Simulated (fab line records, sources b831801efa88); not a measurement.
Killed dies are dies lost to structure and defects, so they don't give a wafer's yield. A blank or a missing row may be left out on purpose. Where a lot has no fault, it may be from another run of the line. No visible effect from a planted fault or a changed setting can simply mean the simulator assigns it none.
Which tool was responsible? | flow gf180mcu | 36 wafers from 12 lots sampled at 6 of the route's 602 steps

## WHAT THE GAUGES SHOWED, per wafer
GF_LVPWELL_OVL_MEAS_07. Usual: LVPWELL_OVL gives -0.4 nm (standard deviation 1.5).
lot  | measured    | on         | LVPWELL_OVL (nm) | flag
L168 | day 3 19:29 | overlay-02 | -2.6 -1.6 -1.3   | 
L170 | day 4 07:13 | overlay-02 | -2.8 -2.0 -3.5   | 
L171 | day 4 14:32 | overlay-02 | 0.6 -0.3 0.3     | 
L172 | day 4 19:35 | overlay-01 | 1.2 1.0 0.4      | 
L173 | day 5 00:04 | overlay-01 | -1.0 -0.2 -0.4   | 
L175 | day 5 14:37 | overlay-02 | 0.4 -0.5 1.0     | 
L178 | day 6 05:37 | overlay-02 | -3.5 -2.6 -0.7   | 
L185 | day 7 19:52 | overlay-01 | 0.4 0.3 -0.4     | 
L187 | day 8 12:28 | overlay-02 | -0.9 -0.6 -2.7   | 
L188 | day 8 12:44 | overlay-01 | 0.3 -1.5 -0.3    | 
L190 | day 8 23:46 | overlay-01 | 2.3 1.8 -1.9     | 
L191 | day 9 07:02 | overlay-01 | -2.1 -1.9 -1.9   | 

GF_VT_IMPLANT_OVL_MEAS_29. Usual: VT_IMPLANT_02_OVL gives -0.4 nm (standard deviation 1.4).
lot  | measured     | on         | VT_IMPLANT_02_OVL (nm) | flag
L168 | day 6 20:17  | overlay-02 | 1.0 -1.5 0.0           | 
L170 | day 7 10:53  | overlay-02 | 0.7 0.5 1.6            | 
L171 | day 7 19:11  | overlay-02 | 0.5 1.1 0.1            | 
L172 | day 7 23:09  | overlay-02 | -1.9 0.2 -2.8          | 
L173 | day 8 05:16  | overlay-01 | -2.4 0.7 -0.2          | 
L175 | day 8 22:53  | overlay-01 | -0.3 -0.9 -1.2         | 
L178 | day 9 16:11  | overlay-02 | - - -                  | OFF
L185 | day 11 13:58 | overlay-02 | 1.1 0.6 2.1            | 
L187 | day 12 09:04 | overlay-02 | -0.2 1.1 0.5           | 
L188 | day 12 09:13 | overlay-01 | -1.3 0.5 -0.6          | 
L190 | day 12 21:24 | overlay-02 | -0.5 0.3 -0.7          | 
L191 | day 13 07:33 | overlay-01 | 1.7 -0.5 1.3           | 

GF_VT_IMPLANT_TW_MEAS_32. Usual: VT_IMPLANT_3_TW gives 268 (standard deviation 3.9).
lot  | measured     | on           | VT_IMPLANT_3_TW | flag
L168 | day 6 20:35  | filmMetro-03 | 269 270 270     | 
L170 | day 7 11:11  | filmMetro-01 | 271 273 271     | 
L171 | day 7 19:29  | filmMetro-03 | 267 268 266     | 
L172 | day 7 23:26  | filmMetro-04 | 264 262 264     | 
L173 | day 8 05:33  | filmMetro-04 | 265 264 264     | 
L175 | day 8 23:11  | filmMetro-04 | 263 264 264     | 
L178 | day 9 16:29  | filmMetro-03 | 30 30 30        | OFF
L185 | day 11 14:15 | filmMetro-03 | 268 269 268     | 
L187 | day 12 09:22 | filmMetro-01 | 273 276 275     | 
L188 | day 12 09:30 | filmMetro-04 | 266 267 267     | 
L190 | day 12 21:41 | filmMetro-03 | 267 267 266     | 
L191 | day 13 07:50 | filmMetro-03 | 269 269 269     | 

## EACH LOT AND THE TOOL THAT RAN IT (in order: tool; ch and the chambers of the sampled wafers; start)
lot  | GF_DNWELL_STRIP_08                 | GF_LVPWELL_STRIP_10                | GF_VT_IMPLANT_EXPOSE_26
L168 | plasmaAsher-02 ch 0,1, day 2 17:10 | plasmaAsher-04 ch 0,1, day 3 19:50 | ilineStepper-01 ch 0, day 6 13:16
L170 | plasmaAsher-02 ch 0,1, day 3 04:43 | plasmaAsher-02 ch 0,1, day 4 07:34 | ilineStepper-02 ch 0, day 7 03:01
L171 | plasmaAsher-04 ch 0,1, day 3 10:50 | plasmaAsher-04 ch 0,1, day 4 14:53 | ilineStepper-01 ch 0, day 7 11:14
L172 | plasmaAsher-01 ch 0,1, day 3 15:56 | plasmaAsher-03 ch 0, day 4 19:55   | ilineStepper-01 ch 0, day 7 15:11
L173 | plasmaAsher-02 ch 0,1, day 3 20:27 | plasmaAsher-02 ch 0,1, day 5 00:25 | ilineStepper-01 ch 0, day 7 21:04
L175 | plasmaAsher-01 ch 0,1, day 4 09:44 | plasmaAsher-03 ch 0,1, day 5 14:57 | ilineStepper-01 ch 0, day 8 14:34
L178 | plasmaAsher-01 ch 0,1, day 4 23:23 | plasmaAsher-02 ch 0,1, day 6 05:57 | ilineStepper-01 ch 0, day 9 07:23
L185 | plasmaAsher-01 ch 0,1, day 6 12:10 | plasmaAsher-04 ch 0,1, day 7 20:12 | ilineStepper-01 ch 0, day 11 04:18
L187 | plasmaAsher-02 ch 0,1, day 7 03:08 | plasmaAsher-04 ch 0,1, day 8 12:49 | ilineStepper-01 ch 0, day 11 23:20
L188 | plasmaAsher-01 ch 0,1, day 7 04:50 | plasmaAsher-03 ch 0,1, day 8 13:07 | ilineStepper-01 ch 0, day 11 23:47
L190 | plasmaAsher-02 ch 0,1, day 7 14:41 | plasmaAsher-02 ch 0,1, day 9 00:06 | ilineStepper-01 ch 0, day 12 11:37
L191 | plasmaAsher-04 ch 0,1, day 7 21:17 | plasmaAsher-02 ch 0,1, day 9 07:22 | ilineStepper-02 ch 0, day 12 21:28
- GF_DNWELL_STRIP_08: strips in O2/N2.
- GF_LVPWELL_STRIP_10: strips in O2/N2.
- GF_VT_IMPLANT_EXPOSE_26: exposes mask LVPWELL HV AREA, target cd 860 nm.

## WHAT THE TOOLS THEMSELVES READ (means of the sampled wafers that have a number; where no wafer has one, the mark that the record gives instead)
GF_DNWELL_STRIP_08. Usual: drypumpMotorCurrentA 6.1 A, standard deviation 0.32; heaterPowerW 342 W, standard deviation 25; o2FlowSccm 3000 sccm, standard deviation 9.1; oesProductAu 0.723 a.u., standard deviation 0.0049; stripTimeToEndpointS 36.96 s, standard deviation 0.1.
lot  | tool           | drypumpMotorCurrentA (A) | heaterPowerW (W) | o2FlowSccm (sccm) | oesProductAu (a.u.) | stripTimeToEndpointS (s) | flag
L168 | plasmaAsher-02 | 6.3                      | 336              | 2995              | 0.727               | 36.89                    | 
L170 | plasmaAsher-02 | 6.2                      | 333              | 3002              | 0.718               | 37.06                    | 
L171 | plasmaAsher-04 | 6.2                      | 317              | 3000              | 0.724               | 36.99                    | 
L172 | plasmaAsher-01 | 5.7                      | 358              | 3003              | 0.720               | 36.74                    | 
L173 | plasmaAsher-02 | 6.2                      | 335              | 3003              | 0.726               | 37.06                    | 
L175 | plasmaAsher-01 | 5.7                      | 365              | 3005              | 0.720               | 37.06                    | 
L178 | plasmaAsher-01 | 5.7                      | 363              | 3006              | 0.722               | 37.05                    | 
L185 | plasmaAsher-01 | 5.7                      | 363              | 2992              | 0.728               | 37.02                    | 
L187 | plasmaAsher-02 | 6.3                      | 330              | 3007              | 0.728               | 37.02                    | 
L188 | plasmaAsher-01 | 5.7                      | 359              | 2992              | 0.727               | 37.08                    | 
L190 | plasmaAsher-02 | 6.3                      | 338              | 2996              | 0.719               | 37.03                    | 
L191 | plasmaAsher-04 | 6.2                      | 307              | 2999              | 0.722               | 37.02                    | 

GF_LVPWELL_STRIP_10. Usual: drypumpMotorCurrentA 6.18 A, standard deviation 0.26; heaterPowerW 334 W, standard deviation 28; o2FlowSccm 3000 sccm, standard deviation 8.9; oesProductAu 0.723 a.u., standard deviation 0.0041; stripTimeToEndpointS 37.02 s, standard deviation 0.093.
lot  | tool           | drypumpMotorCurrentA (A) | heaterPowerW (W) | o2FlowSccm (sccm) | oesProductAu (a.u.) | stripTimeToEndpointS (s) | flag
L168 | plasmaAsher-04 | 6.31                     | 335              | 3001              | 0.720               | 37.02                    | 
L170 | plasmaAsher-02 | 6.31                     | 335              | 2993              | 0.721               | 37.02                    | 
L171 | plasmaAsher-04 | 6.34                     | 339              | 3005              | 0.721               | 36.96                    | 
L172 | plasmaAsher-03 | 5.43                     | 371              | 3006              | 0.719               | 37.01                    | 
L173 | plasmaAsher-02 | 6.29                     | 336              | 3000              | 0.722               | 37.06                    | 
L175 | plasmaAsher-03 | 5.71                     | 393              | 2999              | 0.720               | 36.96                    | 
L178 | plasmaAsher-02 | 6.26                     | 336              | 3004              | 0.725               | 37.09                    | 
L185 | plasmaAsher-04 | 6.33                     | 325              | 2998              | 0.722               | 37.08                    | 
L187 | plasmaAsher-04 | 6.18                     | 308              | 3004              | 0.725               | 37.00                    | 
L188 | plasmaAsher-03 | 5.57                     | 386              | 2998              | 0.726               | 37.04                    | 
L190 | plasmaAsher-02 | 6.30                     | 338              | 2991              | 0.725               | 37.13                    | 
L191 | plasmaAsher-02 | 6.22                     | 332              | 3005              | 0.723               | 37.00                    | 

## THE ANSWER, worked out from the rows above alone
Rule: lot off if the mean of its wafers having a number is beyond 3 standard deviations from the usual mean. A lot without any number at a reading at which 4 lots or more have one is off too. All remaining lots with rows at the step are treated as sound. First the gauges in route order, then the tools' own readings, where a lot's mean is used as printed above. At the first step where some lot is off, the reading lying furthest off is the one used; lots without a number count as furthest.
Off: L178, seen at GF_VT_IMPLANT_OVL_MEAS_29 (VT_IMPLANT_02_OVL). Without a number there: L178.
If a tool, at a process step before that reading, ran all the lots that are off and no sound lot after the first of them, it fits. Not tried: the gauges at GF_VT_IMPLANT_OVL_MEAS_29; whatever is off there is also off at GF_VT_IMPLANT_TW_MEAS_32, on other tools, and gauge error can't account for it. None of those tried fits.

## WHAT THE SIMULATOR HAD PUT IN
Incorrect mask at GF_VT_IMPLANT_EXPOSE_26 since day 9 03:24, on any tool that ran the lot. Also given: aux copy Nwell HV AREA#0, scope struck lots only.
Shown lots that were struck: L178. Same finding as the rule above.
